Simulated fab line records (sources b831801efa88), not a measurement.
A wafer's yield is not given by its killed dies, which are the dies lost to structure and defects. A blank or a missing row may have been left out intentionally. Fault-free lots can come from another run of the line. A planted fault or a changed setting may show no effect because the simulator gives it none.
The same fault as seen by 2 desks || flow gf180mcu || every desk sees just its own numbers, and what lay behind them comes last

## THE TOOL OWNER'S DESK: pvd_sputter-01
The tool's own readings at GF_M2_SPUTTER_00 (material Ti, target thk 37.5 nm, time 150 s): means of the sampled wafers that have a number, for each lot that ran on this tool. The brackets show how far a lot's mean lies from the usual mean; more than 4 standard deviations puts the lot out of limits, marked OUT.
Columns: A = throttle_valve_pct at GF_M2_SPUTTER_00, usual 30.5 %
{"lot": "L872", "first seen here": "day 17 22:17", "A": 31.4}
{"lot": "L887", "first seen here": "day 24 01:00", "A": 31.3}
This desk found nothing out of limits on any of the 2 lots.

## METROLOGY DESK
Means of the sampled wafers that have a number, per lot and without regard to the tool the lot ran on: this is what the gauges read. The brackets show how far a lot's mean lies from the usual mean; more than 4 standard deviations puts the lot out of limits, marked OUT.
Columns: A = V1_OVL at GF_V1_OVL_MEAS_15, usual -1 nm; B = V1_W_RS at GF_V1_RS_MEAS_24, usual 0.326 ohm/sq; C = V1_W_THK at GF_V1_THK_MEAS_25, usual 358 nm
{"lot": "L872", "first seen here": "day 17 20:37", "A": 6, "B": 0.324, "C": 362}
{"lot": "L875", "first seen here": "day 19 02:37", "A": -3, "B": 0.323, "C": 364}
{"lot": "L887", "first seen here": "day 23 23:37", "A": 6, "B": 0.326, "C": 362}
{"lot": "L893", "first seen here": "day 25 20:55", "A": 3, "B": 0.323, "C": 366}
{"lot": "L894", "first seen here": "day 26 00:19", "A": -7, "B": 0.324, "C": 355}
This desk found nothing out of limits on any of the 5 lots.

## ALL TOGETHER
Nothing out of limits was seen by the tool owner's desk.
The metrology desk saw nothing out of limits.

## WHAT THE SIMULATOR HAD PUT IN
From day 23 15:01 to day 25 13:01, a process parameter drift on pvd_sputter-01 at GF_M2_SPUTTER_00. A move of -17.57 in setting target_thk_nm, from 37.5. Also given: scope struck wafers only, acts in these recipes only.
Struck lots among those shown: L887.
